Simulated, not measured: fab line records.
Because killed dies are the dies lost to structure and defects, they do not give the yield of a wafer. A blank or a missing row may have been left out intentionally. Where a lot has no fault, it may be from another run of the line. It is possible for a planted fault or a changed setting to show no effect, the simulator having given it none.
Which of the tools did it? / flow sky130 / 11 lots, 33 wafers sampled, at 4 steps of a route of 708

WHAT THE GAUGES READ, wafer by wafer
SKY_LI_CONTACT_CD_MEAS_12: target cd 170 nm. Usual: cd_nm 169.8 nm, standard deviation 1.3.
lot=L678; measured=day 29 05:07; on=cd_sem-02; cd_nm (nm)=169.0 168.7 168.7; flag=
lot=L682; measured=day 31 03:21; on=cd_sem-01; cd_nm (nm)=169.3 169.9 170.7; flag=
lot=L683; measured=day 31 06:50; on=cd_sem-01; cd_nm (nm)=169.7 168.2 169.2; flag=
lot=L684; measured=day 31 13:02; on=cd_sem-01; cd_nm (nm)=169.9 170.7 169.1; flag=
lot=L690; measured=day 33 16:52; on=cd_sem-01; cd_nm (nm)=169.9 169.8 169.1; flag=
lot=L694; measured=day 34 21:42; on=cd_sem-02; cd_nm (nm)=173.0 171.6 171.5; flag=
lot=L695; measured=day 35 04:35; on=cd_sem-02; cd_nm (nm)=171.9 171.5 171.6; flag=
lot=L696; measured=day 35 07:13; on=cd_sem-01; cd_nm (nm)=170.0 171.4 169.9; flag=
lot=L697; measured=day 35 09:37; on=cd_sem-01; cd_nm (nm)=170.5 170.1 170.7; flag=
lot=L699; measured=day 36 04:24; on=cd_sem-01; cd_nm (nm)=168.2 166.8 167.6; flag=
lot=L700; measured=day 36 21:20; on=cd_sem-02; cd_nm (nm)=169.8 167.9 168.9; flag=

SKY_CONTACT_THK_MEAS_03. Usual: for CONTACT_HDPCVD_THK the level is 563 nm and the standard deviation is 5.7.
lot=L678; measured=day 30 11:23; on=film_metro-01; CONTACT_HDPCVD_THK (nm)=563 579 557; flag=
lot=L682; measured=day 32 09:01; on=film_metro-01; CONTACT_HDPCVD_THK (nm)=675 679 685; flag=OFF
lot=L683; measured=day 32 13:02; on=film_metro-02; CONTACT_HDPCVD_THK (nm)=687 680 676; flag=OFF
lot=L684; measured=day 32 18:32; on=film_metro-04; CONTACT_HDPCVD_THK (nm)=568 553 560; flag=
lot=L690; measured=day 34 22:38; on=film_metro-01; CONTACT_HDPCVD_THK (nm)=567 558 561; flag=
lot=L694; measured=day 36 03:03; on=film_metro-01; CONTACT_HDPCVD_THK (nm)=553 557 568; flag=
lot=L695; measured=day 36 08:58; on=film_metro-04; CONTACT_HDPCVD_THK (nm)=563 567 568; flag=
lot=L696; measured=day 36 11:52; on=film_metro-01; CONTACT_HDPCVD_THK (nm)=556 565 558; flag=
lot=L697; measured=day 36 14:31; on=film_metro-01; CONTACT_HDPCVD_THK (nm)=559 566 562; flag=
lot=L699; measured=day 37 09:59; on=film_metro-02; CONTACT_HDPCVD_THK (nm)=560 559 555; flag=
lot=L700; measured=day 38 02:07; on=film_metro-04; CONTACT_HDPCVD_THK (nm)=564 571 575; flag=

WHICH TOOL RAN EACH LOT (tool, then ch and the chambers of the sampled wafers, then the start)
lot=L678; SKY_LI_CONTACT_STRIP_16=plasma_asher-04 ch 0,1, day 29 05:22; SKY_CONTACT_HDPCVD_02=hdpcvd-01 ch 0,1,2, day 30 11:19
lot=L682; SKY_LI_CONTACT_STRIP_16=plasma_asher-02 ch 0,1, day 31 03:38; SKY_CONTACT_HDPCVD_02=hdpcvd-01 ch 0,1,2, day 32 08:56
lot=L683; SKY_LI_CONTACT_STRIP_16=plasma_asher-02 ch 0,1, day 31 07:07; SKY_CONTACT_HDPCVD_02=hdpcvd-01 ch 0,1,2, day 32 12:58
lot=L684; SKY_LI_CONTACT_STRIP_16=plasma_asher-02 ch 0,1, day 31 13:19; SKY_CONTACT_HDPCVD_02=hdpcvd-02 ch 0,1, day 32 18:26
lot=L690; SKY_LI_CONTACT_STRIP_16=plasma_asher-01 ch 0, day 33 17:09; SKY_CONTACT_HDPCVD_02=hdpcvd-02 ch 0,1, day 34 22:34
lot=L694; SKY_LI_CONTACT_STRIP_16=plasma_asher-01 ch 1, day 34 21:59; SKY_CONTACT_HDPCVD_02=hdpcvd-01 ch 0,1,2, day 36 02:59
lot=L695; SKY_LI_CONTACT_STRIP_16=plasma_asher-02 ch 0,1, day 35 04:51; SKY_CONTACT_HDPCVD_02=hdpcvd-01 ch 0,2, day 36 08:52
lot=L696; SKY_LI_CONTACT_STRIP_16=plasma_asher-04 ch 0,1, day 35 07:30; SKY_CONTACT_HDPCVD_02=hdpcvd-01 ch 1,2, day 36 11:48
lot=L697; SKY_LI_CONTACT_STRIP_16=plasma_asher-02 ch 0,1, day 35 09:54; SKY_CONTACT_HDPCVD_02=hdpcvd-01 ch 0,1,2, day 36 14:27
lot=L699; SKY_LI_CONTACT_STRIP_16=plasma_asher-04 ch 0,1, day 36 04:41; SKY_CONTACT_HDPCVD_02=hdpcvd-02 ch 0,1,2, day 37 09:55
lot=L700; SKY_LI_CONTACT_STRIP_16=plasma_asher-04 ch 0,1, day 36 21:36; SKY_CONTACT_HDPCVD_02=hdpcvd-01 ch 0,1,2, day 38 02:02
- SKY_LI_CONTACT_STRIP_16: strips in O2/N2.
- SKY_CONTACT_HDPCVD_02: deposits SiO2, target thk 565 nm, time 94.2 s.

AS READ BY THE TOOLS THEMSELVES (means over the sampled wafers that have a number; for cases with no such wafer, the mark the record gives instead)
SKY_LI_CONTACT_STRIP_16. Usual: drypump_motor_current_A 5.9 A, standard deviation 0.52; oes_product_au 0.374 a.u., standard deviation 0.0048; strip_time_to_endpoint_s 3.48 s, standard deviation 0.036.
lot=L678; tool=plasma_asher-04; drypump_motor_current_A (A)=6.3; oes_product_au (a.u.)=0.374; strip_time_to_endpoint_s (s)=3.49; flag=
lot=L682; tool=plasma_asher-02; drypump_motor_current_A (A)=5.7; oes_product_au (a.u.)=0.374; strip_time_to_endpoint_s (s)=3.47; flag=
lot=L683; tool=plasma_asher-02; drypump_motor_current_A (A)=5.7; oes_product_au (a.u.)=0.373; strip_time_to_endpoint_s (s)=3.46; flag=
lot=L684; tool=plasma_asher-02; drypump_motor_current_A (A)=5.7; oes_product_au (a.u.)=0.374; strip_time_to_endpoint_s (s)=3.51; flag=
lot=L690; tool=plasma_asher-01; drypump_motor_current_A (A)=4.8; oes_product_au (a.u.)=0.374; strip_time_to_endpoint_s (s)=3.47; flag=
lot=L694; tool=plasma_asher-01; drypump_motor_current_A (A)=6.2; oes_product_au (a.u.)=0.371; strip_time_to_endpoint_s (s)=3.46; flag=
lot=L695; tool=plasma_asher-02; drypump_motor_current_A (A)=5.7; oes_product_au (a.u.)=0.374; strip_time_to_endpoint_s (s)=3.48; flag=
lot=L696; tool=plasma_asher-04; drypump_motor_current_A (A)=6.4; oes_product_au (a.u.)=0.371; strip_time_to_endpoint_s (s)=3.50; flag=
lot=L697; tool=plasma_asher-02; drypump_motor_current_A (A)=5.7; oes_product_au (a.u.)=0.379; strip_time_to_endpoint_s (s)=3.51; flag=
lot=L699; tool=plasma_asher-04; drypump_motor_current_A (A)=6.3; oes_product_au (a.u.)=0.376; strip_time_to_endpoint_s (s)=3.48; flag=
lot=L700; tool=plasma_asher-04; drypump_motor_current_A (A)=6.4; oes_product_au (a.u.)=0.372; strip_time_to_endpoint_s (s)=3.49; flag=

SKY_CONTACT_HDPCVD_02. Usual: sih4_flow_sccm 59.98 sccm, standard deviation 0.2.
lot=L678; tool=hdpcvd-01; sih4_flow_sccm (sccm)=59.95; flag=
lot=L682; tool=hdpcvd-01; sih4_flow_sccm (sccm)=71.73; flag=OFF
lot=L683; tool=hdpcvd-01; sih4_flow_sccm (sccm)=72.09; flag=OFF
lot=L684; tool=hdpcvd-02; sih4_flow_sccm (sccm)=59.65; flag=
lot=L690; tool=hdpcvd-02; sih4_flow_sccm (sccm)=59.94; flag=
lot=L694; tool=hdpcvd-01; sih4_flow_sccm (sccm)=59.94; flag=
lot=L695; tool=hdpcvd-01; sih4_flow_sccm (sccm)=60.07; flag=
lot=L696; tool=hdpcvd-01; sih4_flow_sccm (sccm)=60.03; flag=
lot=L697; tool=hdpcvd-01; sih4_flow_sccm (sccm)=59.75; flag=
lot=L699; tool=hdpcvd-02; sih4_flow_sccm (sccm)=60.18; flag=
lot=L700; tool=hdpcvd-01; sih4_flow_sccm (sccm)=59.97; flag=

THE ANSWER, worked out from the rows above alone
Rule: take the mean of a lot's wafers that have a number; if it is more than 3 standard deviations from the usual mean, the lot is off. A lot without any number at a reading at which 4 lots or more have one is off too. Where the step has rows for the other lots, those lots are counted as sound. After the gauges, taken in route order, come the tools' own readings; for these a lot's mean is taken, as printed above. At the first step where some lot is off, the reading lying furthest off is the one used; lots without a number count as furthest.
Off: L682, L683, seen at SKY_CONTACT_THK_MEAS_03 (CONTACT_HDPCVD_THK).
If a tool, at a process step before that reading, ran all the lots that are off and no sound lot after the first of them, it fits. Not tried: the gauges at SKY_CONTACT_THK_MEAS_03; whatever is off there is also off at SKY_CONTACT_HDPCVD_02, on other tools, and gauge error can't account for it. Of those tried, none fits.

WHAT THE SIMULATOR PUT IN
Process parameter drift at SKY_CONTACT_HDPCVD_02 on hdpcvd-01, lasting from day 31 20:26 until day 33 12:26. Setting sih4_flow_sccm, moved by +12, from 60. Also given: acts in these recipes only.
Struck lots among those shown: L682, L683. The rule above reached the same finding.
